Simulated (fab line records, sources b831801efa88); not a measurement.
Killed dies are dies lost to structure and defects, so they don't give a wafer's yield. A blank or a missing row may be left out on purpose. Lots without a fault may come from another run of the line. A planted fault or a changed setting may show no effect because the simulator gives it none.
A struck lot beside a sound one | flow sky130 | 43 steps out of a route of 708
Sound: wafers L289.2, L289.3, L289.6. Struck: wafers L300.1, L300.2, L300.5. The cause comes at the end.
At each step with rows: each side's tool, then ch and its chambers, then its first start. Under that, the readings that differ: sound wafers | struck wafers | difference of the means | sigmas: that difference in standard deviations of wafers without a fault.
alike: readings whose means differ by less than 2 such deviations, and words and numbers that are the same on both sides. not compared: withheld readings, readings that some wafer has no value for, bounds like >300 that may hide the same value, and numbers for which the record gives no deviation and whose values overlap.
The two part at a step that has a row with sigmas, a row that says differs or no value, or rows on one side only. Numbers that don't overlap but have no deviation are shown without sigmas and don't part them. A reading that every wafer of one side lacks parts them only if that side has two wafers or more.

SKY_FIELD_ISO_STRIP_16: strips in O2/N2.
  sound on plasma_asher-01 ch 0,1, day 2 19:21; struck on plasma_asher-01 ch 0,1, day 5 04:54
  alike: drypump_motor_current_A, oes_product_au, strip_time_to_endpoint_s
  not compared: rf_hours_counter_h
SKY_FIELD_ISO_ETCH_17: etches Si in HBr/Cl2/O2, target depth 342 nm, time 97.7 s.
  sound on rie_si-01 ch 1,3, day 2 19:27; struck on rie_si-01 ch 1,2,3, day 5 05:00
  alike: drypump_motor_current_A, mfc_cl2_sccm, oes_product_au, throttle_valve_pct
  not compared: rf_hours_counter_h
then, 5 steps without rows for these wafers: SKY_FIELD_ISO_WET_ETCH_18 (etches Si3N4 in H3PO4, target depth 25 nm, time 286 s); SKY_FIELD_ISO_CLEAN_19 (cleans in SC1/SC2, time 150 s); SKY_FIELD_ISO_CLEAN_20 (cleans in dHF, time 20 s); SKY_FIELD_ISO_WET_ETCH_21 (etches SiO2 in dHF, target depth 20 nm, time 400 s); SKY_FIELD_ISO_OXIDATION_22 (stabilise 600 s, purge 300 s, target thk 10 nm).
SKY_FIELD_ISO_THK_MEAS_23:
  sound on film_metro-03, day 2 22:58; struck on film_metro-02, day 5 06:48
  alike: FIELD_ISO_OXIDATION_01_THK
then, 1 step without rows for these wafers: SKY_FIELD_ISO_CVD_24 (deposits SiO2, target thk 595 nm, time 99.2 s).
SKY_FIELD_ISO_THK_MEAS_25:
  sound on film_metro-02, day 2 23:05; struck on film_metro-02, day 5 06:56
  reading                   | sound       | struck      | difference | sigmas
  FIELD_ISO_CVD_24_THK (nm) | 579 599 581 | 600 604 602 | +16        | +3
then, 1 step without rows for these wafers: SKY_FIELD_ISO_ANNEAL_26 (time 1800 s).
SKY_FIELD_ISO_CMP_27: polishes, stops on Si3N4, t overpolish 16 s, target thk 457.8 nm.
  sound on cmp-01 ch 0,3, day 3 00:38; struck on cmp-01 ch 0,1,2, day 5 09:58
  alike: motor_current_A, overpolish_run_s, time_to_endpoint_s
SKY_FIELD_ISO_WET_ETCH_28: etches SiO2 in dHF, target depth 23.7 nm, time 47 s.
  sound on wet_bench-02 ch 0, day 3 00:56; struck on wet_bench-03 ch 0, day 5 10:16
then, 4 steps without rows for these wafers: SKY_FIELD_ISO_WET_ETCH_29 (etches Si3N4 in H3PO4, target depth 160 nm, time 1825 s); SKY_FIELD_ISO_WET_ETCH_30 (etches SiO2 in dHF, target depth 25 nm, time 50 s); SKY_NWELL_CLEAN_00 (cleans in SC1/SC2, time 150 s); SKY_NWELL_OXIDATION_01 (stabilise 600 s, purge 300 s, target thk 10 nm).
SKY_NWELL_THK_MEAS_02:
  sound on film_metro-02, day 3 04:59; struck on film_metro-01, day 5 12:36
  alike: NWELL_OXIDATION_THK
then, 8 steps without rows for these wafers: SKY_DNWELL_DEHYDRATE_00 (time 60 s); SKY_DNWELL_HMDS_01 (prime time 60 s); SKY_DNWELL_COAT_02 (resist thk 3000 nm); SKY_DNWELL_SOFTBAKE_03; SKY_DNWELL_EXPOSE_04 (exposes mask DNM, target cd 3000 nm); SKY_DNWELL_PEB_05; SKY_DNWELL_DEVELOP_06 (develop time 60 s); SKY_DNWELL_IMPLANT_07.
SKY_DNWELL_STRIP_08: strips in O2/N2.
  sound on plasma_asher-03 ch 0,1, day 3 20:26; struck on plasma_asher-02 ch 0,1, day 6 06:59
  alike: drypump_motor_current_A, oes_product_au, strip_time_to_endpoint_s
  not compared: rf_hours_counter_h
SKY_DNWELL_TW_MEAS_09:
  sound on film_metro-01, day 3 20:32; struck on film_metro-02, day 6 07:05
  alike: DNWELL_TW
then, 7 steps without rows for these wafers: SKY_PWDE_DEHYDRATE_00 (time 60 s); SKY_PWDE_HMDS_01 (prime time 60 s); SKY_PWDE_COAT_02 (resist thk 3000 nm); SKY_PWDE_SOFTBAKE_03; SKY_PWDE_EXPOSE_04 (exposes mask PWDEM, target cd 840 nm); SKY_PWDE_PEB_05; SKY_PWDE_DEVELOP_06 (develop time 60 s).
SKY_PWDE_OVL_MEAS_07:
  sound on overlay-02, day 4 12:38; struck on overlay-02, day 7 02:08
  alike: PWDE_OVL
then, 1 step without rows for these wafers: SKY_PWDE_IMPLANT_08.
SKY_PWDE_STRIP_09: strips in O2/N2.
  sound on plasma_asher-04 ch 0,1, day 4 12:49; struck on plasma_asher-03 ch 0,1, day 7 02:19
  reading               | sound             | struck            | difference | sigmas
  oes_product_au (a.u.) | 0.712 0.712 0.716 | 0.729 0.719 0.724 | +0.011     | +2
  alike: drypump_motor_current_A, strip_time_to_endpoint_s
  not compared: rf_hours_counter_h
SKY_PWDE_TW_MEAS_10:
  sound on film_metro-02, day 4 12:56; struck on film_metro-02, day 7 02:25
  alike: PWDE_TW
then, 3 steps without rows for these wafers: SKY_NWELL_DEHYDRATE_03 (time 60 s); SKY_NWELL_HMDS_04 (prime time 60 s); SKY_NWELL_COAT_05 (resist thk 3000 nm).
-- the record jumps here: 42 days lie between the struck wafers' starts before and after (it left off in module NWELL and takes up again in module PAD_OPEN, whose first step shown is number 708 of the route) --
SKY_PAD_OPEN_PROBE_99:
  the record has rows for the struck wafers here (prober-01, day 49 01:46) and none for the sound ones

WHERE THEY PART
First at SKY_FIELD_ISO_THK_MEAS_25; last, within this record, at SKY_PAD_OPEN_PROBE_99.

WHY: what the simulator had put in
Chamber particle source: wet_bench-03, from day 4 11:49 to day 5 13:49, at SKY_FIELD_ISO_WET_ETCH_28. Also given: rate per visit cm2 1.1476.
